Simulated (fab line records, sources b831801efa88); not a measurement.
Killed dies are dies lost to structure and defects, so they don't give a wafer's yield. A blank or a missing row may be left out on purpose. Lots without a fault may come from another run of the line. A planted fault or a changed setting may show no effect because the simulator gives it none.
fab line records | flow sky130
record lots=14 wafers=42 last_day=50
route steps=708 shown LDD_HVN@273 LI_CONTACT@378 LOCAL_INTERCONNECT@398
lots that met no fault: from a run of the same line without faults
start_h: hours from the record's first day to the start of the lot's first wafer shown | wait_h: hours since the lot's step before | " the same as in the row above | L1.1+2: a row that stands for several wafers | - no value, or no start given | * or withheld: withheld | < > ~ a bound
route shown NAME@n: a module of which the file shows steps, and the number in the route of the first | usual: mean/standard deviation of fault-free wafers | same: alike in all rows | chamber/n: place in a boat | sites: the reading at each site | _std_site: their standard deviation | _edge_site: outer sites' mean less inner sites' | radius_mm: how far each site lies from the wafer's centre | mask NAME#n: copy n | behind: the tool/chamber that last shaped the wafer | hold: why the lot was held/for how many hours/how that ended | device: the transistor (n, p or np) that didn't switch | end of line: the same wafers' tests at the end of the route | a step without rows: its recipe alone | killed: dies lost to structure and defects at the first sort, not the wafer's yield | map: a wafer's dies, x killed, . not, _ none there
set.NAME: the setting as run; set.NAME@STEP: as run at that earlier step | model.NAME: the simulator's own value behind a step, which no gauge read
steps of the route over a sample of lots; a table a step, a row a wafer
services: from which hour (start_h, from the record's first day; less than 0 if before it) a tool's chamber was out of use, for how many hours, and why
## steps
# step SKY_LDD_HVN_DEVELOP_06
# recipe resist=NOVOLAK developer=TMAH develop_time_s=60 dev_temp_c=23
# usual chill_plate_temp_C=23.02/0.11 develop_time_s=60/0
# columns lot.wafer tool chamber start_h wait_h chill_plate_temp_C develop_time_s
L829.1 litho_track-04 0 460.74 0.1 23.16 60
L829.5 " 0 " " 23.13 60
L829.6 " 0 " " 23.23 60
L830.3 litho_track-04 0 472.24 0.1 23.04 60
L830.5 " 0 " " 23.09 60
L830.6 " 0 " " 22.83 60
L832.1 litho_track-01 0 489.48 0.1 23.12 60
L832.4 " 0 " " 23.07 60
L832.6 " 0 " " 22.98 60
L834.2 litho_track-04 0 506.06 0.1 23.07 60
L834.3 " 0 " " 23.27 60
L834.5 " 0 " " 23.20 60
L835.1 litho_track-02 0 517.96 0.1 23.05 60
L835.2 " 0 " " 23.11 60
L835.6 " 0 " " 23.02 60
L837.1 litho_track-01 0 543.93 0.1 22.98 60
L837.4 " 0 " " 23.05 60
L837.5 " 0 " " 22.95 60
L840.2 litho_track-04 0 556.51 0.1 22.90 60
L840.4 " 0 " " 22.88 60
L840.5 " 0 " " 22.79 60
L839.2 litho_track-04 0 556.81 0.1 23.15 60
L839.4 " 0 " " 23.15 60
L839.5 " 0 " " 23.02 60
L841.2 litho_track-01 0 569.05 0.1 23.19 60
L841.3 " 0 " " 22.91 60
L841.5 " 0 " " 22.92 60
L844.3 litho_track-01 - 603.68 0.1 - -
L844.4 " - " " - -
L844.6 " - " " - -
L845.3 litho_track-04 - 604.79 0.1 - -
L845.5 " - " " - -
L845.6 " - " " - -
L847.1 litho_track-04 0 615.29 0.1 23.03 60
L847.2 " 0 " " 22.88 60
L847.4 " 0 " " 23.29 60
L851.3 litho_track-02 0 648.51 0.1 22.99 60
L851.4 " 0 " " 22.89 60
L851.5 " 0 " " 22.74 60
L852.1 litho_track-02 0 653.41 0.1 23.00 60
L852.2 " 0 " " 22.87 60
L852.6 " 0 " " 22.91 60
# step SKY_LI_CONTACT_STRIP_16
# recipe chemistry=O2/N2 power_w=1400 pressure_mtorr=1500 platen_temp_c=withheld o2_flow_sccm=3000 n2_flow_sccm=300 overash_fraction=0.5
# usual drypump_motor_current_A=5.6/0.4 oes_product_au=0.375/0.0044 strip_time_to_endpoint_s=3.492/0.027
# columns lot.wafer tool chamber start_h wait_h drypump_motor_current_A oes_product_au rf_hours_counter_h strip_time_to_endpoint_s
L829.1 plasma_asher-01 1 671.96 - 5.8 0.373 84 3.514
L829.5 " 0 " " 5.2 0.383 - 3.541
L829.6 " 1 " " 5.9 0.373 - 3.511
L830.3 plasma_asher-03 0 684.04 - 6.2 0.380 - 3.501
L830.5 " 0 " " 6.3 0.382 - 3.504
L830.6 " 1 " " 4.9 0.368 - 3.450
L832.1 plasma_asher-04 0 700.02 - 5.6 0.378 55 3.503
L832.4 " 1 " " 5.8 0.371 - 3.474
L832.6 " 1 " " 5.8 0.381 - 3.485
L834.2 plasma_asher-01 0 711.56 - 5.2 0.371 87 3.472
L834.3 " 0 " " 5.2 0.376 - 3.459
L834.5 " 0 " " 5.2 0.374 - 3.485
L835.1 plasma_asher-03 0 724.64 - 6.3 0.376 28 3.507
L835.2 " 1 " " 4.9 0.376 28 3.490
L835.6 " 1 " " 4.9 0.384 - 3.545
L837.1 plasma_asher-04 1 747.52 - 5.8 0.380 60 3.510
L837.4 " 0 " " 5.6 0.384 - 3.564
L837.5 " 0 " " 5.6 0.379 - 3.463
L840.2 plasma_asher-04 0 758.92 - 5.6 0.372 61 3.537
L840.4 " 1 " " 5.8 0.373 - 3.516
L840.5 " 0 " " 5.6 0.384 - 3.469
L839.2 plasma_asher-03 0 762.49 - 6.3 0.369 32 3.513
L839.4 " 1 " " 4.9 0.374 - 3.552
L839.5 " 1 " " 4.9 0.378 - 3.557
L841.2 plasma_asher-03 0 768.66 - 6.3 0.375 33 3.494
L841.3 " 0 " " 6.3 0.375 - 3.456
L841.5 " 0 " " 6.3 0.381 - 3.491
L844.3 plasma_asher-01 1 798.48 - 5.8 0.375 - 3.501
L844.4 " 0 " " 5.2 0.371 - 3.468
L844.6 " 0 " " 5.2 0.385 - 3.512
L845.3 plasma_asher-01 1 803.79 - 5.8 0.374 - 3.487
L845.5 " 1 " " 5.9 0.376 - 3.463
L845.6 " 0 " " 5.2 0.377 - 3.495
L847.1 plasma_asher-04 0 816.69 - 5.6 0.383 67 3.494
L847.2 " 1 " " 5.8 0.385 67 3.473
L847.4 " 0 " " 5.6 0.373 - 3.468
L851.3 plasma_asher-01 1 843.26 - 5.8 0.380 - 3.511
L851.4 " 0 " " 5.2 0.378 - 3.492
L851.5 " 1 " " 5.8 0.371 - 3.503
L852.1 plasma_asher-04 0 846.04 - 5.6 0.374 70 3.465
L852.2 " 1 " " 5.8 0.376 70 3.501
L852.6 " 1 " " 5.8 0.380 - 3.523
# step SKY_LI_CONTACT_CMP_24
# recipe stop_on=PSG t_overpolish_s=20 down_force_psi=3.5 platen_rpm=60 target_thk_nm=0 pad_velocity_m_s=0.94248
# usual motor_current_A=11.7/1.2 overpolish_run_s=19.998/0.0093 slurry_filter_dp_kPa=13.50/0.14 time_to_endpoint_s=97/3
# columns lot.wafer tool chamber start_h wait_h motor_current_A overpolish_run_s slurry_filter_dp_kPa time_to_endpoint_s
L829.1 cmp-02 3 672.75 0.1 12.4 19.986 13.68 99
L829.6 " 2 " " 13.4 20.002 13.46 92
L829.5 " 3 " " 12.1 19.994 13.55 94
L830.3 cmp-01 2 684.89 0.2 10.1 20.001 13.57 98
L830.6 " 3 " " 10.1 19.998 13.14 99
L830.5 " 0 " " 10.5 20.000 13.62 96
L832.4 cmp-01 0 700.84 0.1 10.5 19.991 13.52 98
L832.1 " 1 " " 11.2 19.993 13.63 95
L832.6 " 3 " " 10.7 19.993 13.62 103
L834.3 cmp-01 1 712.33 0.0 11.8 20.003 13.51 96
L834.2 " 2 " " 10.2 19.992 13.62 99
L834.5 " 1 " " 11.5 19.993 13.57 96
L835.1 cmp-02 0 725.42 0.1 11.6 20.004 13.45 97
L835.2 " 2 " " 14.0 19.991 13.58 92
L835.6 " 3 " " 12.0 20.015 13.66 95
L837.1 cmp-01 2 748.26 0.1 10.0 19.995 13.49 104
L837.4 " 1 " " 11.6 20.006 13.53 100
L837.5 " 3 " " 9.9 19.991 13.24 105
L840.2 cmp-02 1 759.66 0.0 12.3 19.994 13.39 95
L840.4 " 3 " " 12.7 20.011 13.59 94
L840.5 " 1 " " 12.2 19.999 13.78 96
L839.4 cmp-02 2 763.32 0.1 14.2 19.994 13.45 96
L839.2 " 3 " " 11.4 20.007 13.49 99
L839.5 " 0 " " 11.4 19.988 13.54 96
L841.3 cmp-01 1 769.45 0.1 12.1 19.999 13.55 94
L841.2 " 3 " " 10.4 20.007 13.53 105
L841.5 " 0 " " 10.1 19.992 13.60 96
L844.4 cmp-02 1 799.24 0.1 12.7 20.001 13.74 97
L844.3 " 3 " " 12.0 20.003 13.42 97
L844.6 " 1 " " 12.2 19.999 13.62 95
L845.3 cmp-02 0 804.65 0.2 11.6 19.999 13.51 94
L845.6 " 1 " " 12.9 19.995 13.47 101
L845.5 " 2 " " 14.0 19.990 13.22 96
L847.1 cmp-02 1 817.42 0.1 12.8 19.989 13.67 93
L847.2 " 3 " " 12.1 19.999 13.29 99
L847.4 " 0 " " 12.2 19.990 13.68 93
L851.4 cmp-02 2 844.14 0.1 13.9 19.988 13.13 99
L851.3 " 3 " " 12.1 19.980 13.49 99
L851.5 " 2 " " 13.7 20.016 13.38 98
L852.1 cmp-01 2 846.81 0.1 10.6 20.006 13.65 97
L852.2 " 1 " " 12.3 20.002 13.42 99
L852.6 " 3 " " 9.6 19.988 13.15 97
# step SKY_LOCAL_INTERCONNECT_CD_MEAS_11
# recipe target_cd_nm=170
# usual cd_nm=169.9/1.7
# columns lot.wafer tool chamber start_h wait_h cd_nm
L829.1 cd_sem-02 - 700.39 - 169.3
L829.5 " - " " 170.0
L829.6 " - " " 168.3
L830.3 cd_sem-01 - 711.88 - 168.8
L830.5 " - " " 169.0
L830.6 " - " " 168.3
L832.1 cd_sem-01 - 728.15 - 169.6
L832.4 " - " " 171.7
L832.6 " - " " 170.2
L834.2 cd_sem-02 - 739.71 - 171.4
L834.3 " - " " 171.0
L834.5 " - " " 171.7
L835.1 cd_sem-02 - 752.18 - 172.7
L835.2 " - " " 170.6
L835.6 " - " " 171.9
L837.1 cd_sem-01 - 775.59 - 169.3
L837.4 " - " " 167.5
L837.5 " - " " 168.4
L840.2 cd_sem-01 - 786.78 - 167.7
L840.4 " - " " 167.2
L840.5 " - " " 166.4
L839.2 cd_sem-01 - 790.24 - 170.4
L839.4 " - " " 171.6
L839.5 " - " " 170.4
L841.2 cd_sem-02 - 795.98 - 167.9
L841.3 " - " " 168.7
L841.5 " - " " 168.5
L844.3 cd_sem-02 - 826.10 - 167.4
L844.4 " - " " 165.7
L844.6 " - " " 167.3
L845.3 cd_sem-01 - 831.58 - 171.5
L845.5 " - " " 172.1
L845.6 " - " " 169.7
L847.1 cd_sem-02 - 844.03 - 169.0
L847.2 " - " " 170.6
L847.4 " - " " 167.9
L851.3 cd_sem-01 - 871.13 - 169.0
L851.4 " - " " 168.3
L851.5 " - " " 170.2
L852.1 cd_sem-01 - 873.29 - 171.8
L852.2 " - " " 171.0
L852.6 " - " " 171.1
## services
# columns tool chamber start_h hours kind
cmp-02 - 459.55 1.4 repair
cmp-02 - 476.31 1.6 repair
cmp-02 - 483.41 3.6 repair
plasma_asher-04 - 509.19 14.6 pm
cmp-01 - 515.84 14.3 pm
cmp-02 - 527.81 4.2 repair
cmp-02 - 539.95 1.3 repair
plasma_asher-04 - 555.10 6.4 repair
plasma_asher-04 - 555.39 1.1 repair
cmp-02 - 572.26 4.0 pm
cmp-02 - 576.26 4.4 pm
cmp-02 - 581.42 0.9 repair
cmp-02 - 602.75 6.6 pm
cmp-01 - 609.34 5.1 pm
cmp-02 - 642.83 1.9 repair
plasma_asher-04 - 643.86 1.8 repair
plasma_asher-01 - 682.50 3.4 repair
cmp-01 - 744.00 4.0 pm
cmp-01 - 754.19 0.6 repair
cmp-01 - 774.54 1.1 repair
cmp-02 - 781.79 1.9 repair
cmp-02 - 792.16 1.1 repair
cmp-02 - 828.03 1.5 repair
cmp-02 - 830.16 1.5 repair
## key
first_sign step=SKY_LDD_HVN_DEVELOP_06 reading=tool_record direction=missing
effect none on later readings
met_at SKY_LDD_HVN_DEVELOP_06
struck_lots L844,L845
sort_left_out L844.3,L844.4,L844.6,L845.3,L845.5,L845.6
tester_left_out L844,L845
not_acting_at SKY_LI_CONTACT_STRIP_16,SKY_LI_CONTACT_CMP_24,SKY_LOCAL_INTERCONNECT_CD_MEAS_11
onset_between 569.05 603.68
fault kind=skipped_step_whole tool=litho_track-01,litho_track-04 chamber=- onset_h=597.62 steps=SKY_LDD_HVN_DEVELOP_06 scope=struck_lots_only
# tester_left_out: of these lots the tester's yield and bins aren't shown, on N5 and GAA mostly nor the transistor test; their killed dies are dies lost to structure and defects alone, not to doping, threshold or leakage, so they don't give the yield
# sort_left_out: the simulated sort isn't trusted on such a fault, so these wafers' sort isn't shown, and their yield isn't known
